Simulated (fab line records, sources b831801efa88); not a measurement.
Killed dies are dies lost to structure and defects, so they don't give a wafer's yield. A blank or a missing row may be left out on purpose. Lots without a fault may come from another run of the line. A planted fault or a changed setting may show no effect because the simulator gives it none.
Chamber matching | flow gf180mcu | GF_PSD_CLEAN_12 on wet_bench-01: 3 sister chambers
The step cleans in SC1/SC2, time 150 s. 16 wafers are shown with their chamber, then 5 later ones without.

WAFERS WITH THEIR CHAMBER
wafer  | chamber | bath_guard_temp_C (C) | bath_heat_duty_pct (%)
L464.1 | 0       | 70.4                  | 11.1
L464.2 | 0       | 70.5                  | 12.1
L464.3 | 0       | 70.4                  | 11.6
L466.1 | 2       | 71.1                  | 12.8
L466.4 | 2       | 71.1                  | 12.9
L466.5 | 2       | 70.9                  | 12.5
L468.1 | 0       | 70.2                  | 12.4
L468.3 | 0       | 70.0                  | 11.6
L468.6 | 0       | 70.3                  | 11.9
L473.2 | 1       | 70.5                  | 12.5
L473.5 | 1       | 70.5                  | 12.6
L473.6 | 1       | 70.5                  | 11.6
L478.1 | 2       | 71.1                  | 13.4
L478.4 | 2       | 71.3                  | 13.0
L478.6 | 2       | 71.1                  | 13.5
L480.4 | 0       | 70.0                  | 13.1

SIGNATURES (means of the wafers above)
reading            | chamber 0 | chamber 1 | chamber 2 | scatter within a chamber
bath_guard_temp_C  | 70.257    | 70.500    | 71.100    | 0.156
bath_heat_duty_pct | 11.971    | 12.233    | 13.017    | 0.543
Rule: a wafer's distance from a chamber is the root of the sum, over the readings, of the square of ((its reading less the chamber's mean) divided by the reading's scatter). The wafer belongs to the nearest chamber; if the next one is less than 2 further off, it can't be placed. The scatter: the root of (the sum of the squares of (reading less its chamber's mean) over the shown wafers, divided by (wafers less chambers)).

WAFERS WITHOUT THEIR CHAMBER
wafer  | bath_guard_temp_C (C) | bath_heat_duty_pct (%)
L480.5 | 70.4                  | 12.2
L480.6 | 70.0                  | 12.0
L483.3 | 70.3                  | 12.9
L483.4 | 70.1                  | 11.7
L483.5 | 70.1                  | 12.6

WHICH CHAMBER EACH WENT THROUGH
wafer  | from the rows above     | in truth
L480.5 | can't be placed: 1 or 0 | 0
L480.6 | can't be placed: 0 or 1 | 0
L483.3 | can't be placed: 0 or 1 | 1
L483.4 | can't be placed: 0 or 1 | 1
L483.5 | can't be placed: 0 or 1 | 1
Placed correctly: 0 of 5. Can't be placed from these rows: 5 (the true chamber is among the candidates in 5). Placed wrongly: 0.
